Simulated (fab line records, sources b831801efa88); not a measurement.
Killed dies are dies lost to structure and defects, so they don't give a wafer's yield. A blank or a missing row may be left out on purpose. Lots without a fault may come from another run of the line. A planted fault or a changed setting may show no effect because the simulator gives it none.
Which tool did it? | flow gf180mcu | 24 lots, 72 wafers sampled, at 4 steps of a route of 602

WHAT THE GAUGES READ, wafer by wafer
GF_NWELL_TW_MEAS_11.
lot  | measured    | on            | NWELL_TW
L074 | day 3 07:43 | film_metro-04 | 1586 1594 1588
L075 | day 3 13:14 | film_metro-02 | 1575 1585 1580
L076 | day 3 17:55 | film_metro-02 | 1580 1573 1582
L077 | day 4 00:48 | film_metro-02 | 1605 1594 1594
L078 | day 4 05:17 | film_metro-04 | 1588 1576 1589
L079 | day 4 10:55 | film_metro-01 | 1559 1552 1551
L080 | day 4 15:32 | film_metro-02 | 1600 1583 1581
L081 | day 4 23:10 | film_metro-04 | 1584 1588 1579
L082 | day 5 02:22 | film_metro-02 | 1571 1576 1580
L083 | day 5 08:32 | film_metro-02 | 1574 1577 1586
L084 | day 5 14:19 | film_metro-01 | 1562 1564 1566
L085 | day 5 21:08 | film_metro-01 | 1566 1571 1566
L086 | day 6 01:55 | film_metro-01 | 1571 1574 1567
L087 | day 6 07:02 | film_metro-01 | 1562 1565 1568
L088 | day 6 13:49 | film_metro-01 | 1571 1573 1568
L089 | day 6 17:53 | film_metro-02 | 1576 1579 1580
L090 | day 6 22:59 | film_metro-04 | 1569 1575 1583
L091 | day 7 04:34 | film_metro-01 | 1562 1562 1557
L092 | day 7 10:25 | film_metro-01 | 1554 1553 1557
L093 | day 7 15:43 | film_metro-04 | 1596 1587 1585
L094 | day 7 22:25 | film_metro-04 | 1590 1591 1586
L095 | day 8 03:34 | film_metro-04 | 1590 1589 1595
L096 | day 8 07:23 | film_metro-04 | 1585 1586 1586
L097 | day 8 19:01 | film_metro-02 | 1591 1590 1590

GF_V1_OVL_MEAS_15.
lot  | measured     | on         | V1_OVL (nm)
L074 | day 18 01:55 | overlay-02 | 4 13 13
L075 | day 18 10:55 | overlay-02 | 5 4 0
L076 | day 18 22:45 | overlay-01 | 1 2 -2
L077 | day 19 09:40 | overlay-01 | 4 4 6
L078 | day 19 19:18 | overlay-02 | -6 -4 -1
L079 | day 20 05:05 | overlay-01 | -7 -3 -7
L080 | day 20 07:58 | overlay-01 | -1 2 0
L081 | day 21 02:30 | overlay-01 | 0 5 5
L082 | day 21 02:51 | overlay-02 | 6 8 3
L083 | day 21 17:39 | overlay-02 | -6 -9 -8
L084 | day 22 00:24 | overlay-02 | 0 8 1
L085 | day 22 14:17 | overlay-02 | 1 -4 3
L086 | day 22 17:33 | overlay-02 | -6 -2 -5
L087 | day 22 23:22 | overlay-02 | 2 -2 -1
L088 | day 23 10:15 | overlay-01 | -3 -11 -7
L089 | day 23 15:26 | overlay-02 | -6 -7 -10
L090 | day 23 21:00 | overlay-01 | -1 -8 -2
L091 | day 24 06:55 | overlay-02 | -8 -9 -6
L092 | day 24 14:18 | overlay-01 | 2 0 4
L093 | day 24 23:15 | overlay-02 | 5 -1 -1
L094 | day 25 08:21 | overlay-01 | 6 3 5
L095 | day 25 14:38 | overlay-02 | -1 12 5
L096 | day 25 18:00 | overlay-02 | 4 15 14
L097 | day 26 08:36 | overlay-01 | 8 7 5

GF_V4_BOW_MEAS_05.
lot  | measured     | on            | V4_BOW (um)
L074 | day 23 11:10 | film_metro-04 | 126 128 131
L075 | day 23 19:04 | film_metro-04 | 131 130 141
L076 | day 24 07:14 | film_metro-01 | 129 130 137
L077 | day 24 16:37 | film_metro-01 | 144 140 147
L078 | day 24 23:31 | film_metro-02 | 133 126 129
L079 | day 25 09:25 | film_metro-04 | 138 132 135
L080 | day 25 11:05 | film_metro-01 | 142 143 136
L081 | day 26 02:32 | film_metro-04 | 151 140 139
L082 | day 26 03:32 | film_metro-01 | 142 129 137
L083 | day 26 16:57 | film_metro-04 | 140 130 139
L084 | day 26 22:27 | film_metro-02 | 142 148 131
L085 | day 27 11:55 | film_metro-04 | 134 145 145
L086 | day 27 14:52 | film_metro-04 | 131 129 126
L087 | day 27 18:33 | film_metro-04 | 143 136 139
L088 | day 28 04:37 | film_metro-01 | 121 120 123
L089 | day 28 10:05 | film_metro-01 | 136 125 130
L090 | day 28 14:00 | film_metro-01 | 135 146 150
L091 | day 28 22:54 | film_metro-04 | 133 131 119
L092 | day 29 05:50 | film_metro-01 | 133 132 138
L093 | day 29 13:05 | film_metro-01 | 130 125 124
L094 | day 29 22:04 | film_metro-04 | 128 129 130
L095 | day 30 02:35 | film_metro-02 | 153 155 151
L096 | day 30 05:57 | film_metro-01 | 130 122 139
L097 | day 30 18:20 | film_metro-01 | 138 146 141

WHICH TOOL RAN EACH LOT (tool, then ch and the chambers of the sampled wafers, then the start)
lot  | GF_M2_SPUTTER_04
L074 | pvd_sputter-01, day 18 03:31
L075 | pvd_sputter-02, day 18 12:29
L076 | pvd_sputter-03, day 19 00:20
L077 | pvd_sputter-01, day 19 11:13
L078 | pvd_sputter-01, day 19 20:52
L079 | pvd_sputter-03, day 20 06:41
L080 | pvd_sputter-02, day 20 09:33
L081 | pvd_sputter-02, day 21 04:04
L082 | pvd_sputter-01, day 21 04:26
L083 | pvd_sputter-02, day 21 19:33
L084 | pvd_sputter-01, day 22 02:05
L085 | pvd_sputter-02, day 22 15:58
L086 | pvd_sputter-03, day 22 19:07
L087 | pvd_sputter-01, day 23 00:56
L088 | pvd_sputter-01, day 23 11:49
L089 | pvd_sputter-02, day 23 17:01
L090 | pvd_sputter-02, day 23 22:34
L091 | pvd_sputter-01, day 24 08:31
L092 | pvd_sputter-01, day 24 15:53
L093 | pvd_sputter-01, day 25 00:49
L094 | pvd_sputter-01, day 25 09:55
L095 | pvd_sputter-03, day 25 16:14
L096 | pvd_sputter-01, day 25 19:35
L097 | pvd_sputter-02, day 26 10:12
- GF_M2_SPUTTER_04: material TiN, target thk 50 nm, time 41.7 s.

WHAT THE TOOLS THEMSELVES READ (means of the sampled wafers that have a number; where no wafer has one, the mark that the record gives instead)
GF_M2_SPUTTER_04.
lot  | tool           | throttle_valve_pct (%)
L074 | pvd_sputter-01 | 30.6
L075 | pvd_sputter-02 | 29.4
L076 | pvd_sputter-03 | 30.4
L077 | pvd_sputter-01 | 30.5
L078 | pvd_sputter-01 | 30.6
L079 | pvd_sputter-03 | 29.8
L080 | pvd_sputter-02 | 30.0
L081 | pvd_sputter-02 | 30.3
L082 | pvd_sputter-01 | 30.1
L083 | pvd_sputter-02 | 30.3
L084 | pvd_sputter-01 | 30.5
L085 | pvd_sputter-02 | 29.7
L086 | pvd_sputter-03 | 29.7
L087 | pvd_sputter-01 | 31.2
L088 | pvd_sputter-01 | 30.6
L089 | pvd_sputter-02 | 30.1
L090 | pvd_sputter-02 | 30.3
L091 | pvd_sputter-01 | 30.6
L092 | pvd_sputter-01 | 30.0
L093 | pvd_sputter-01 | 30.6
L094 | pvd_sputter-01 | 30.1
L095 | pvd_sputter-03 | 29.5
L096 | pvd_sputter-01 | 30.6
L097 | pvd_sputter-02 | 29.8

THE ANSWER, worked out from the rows above alone
Rule: what is usual is taken from the lots themselves. Put in order of their means at a reading, lots are off if they are a third of the lots or fewer, leave a main group of 4 or more, and stand apart from it by a gap of 3 or more times the standard deviation of the main group's means; of several such gaps the widest counts. A main group whose means are all the same, to the digits that the tables above print for the reading, isn't used. A lot without any number at a reading at which 4 lots or more have one is off too. The other lots that the step has rows for count as sound. The gauges are gone through in route order, then the tools' own readings, and for those a lot's mean is taken as printed above. The first step at which some lot is off is used, and at that step the reading that is off furthest; a lot without a number counts as furthest.
No lot is off at any reading shown: from this, nothing can be told.

WHAT THE SIMULATOR HAD PUT IN
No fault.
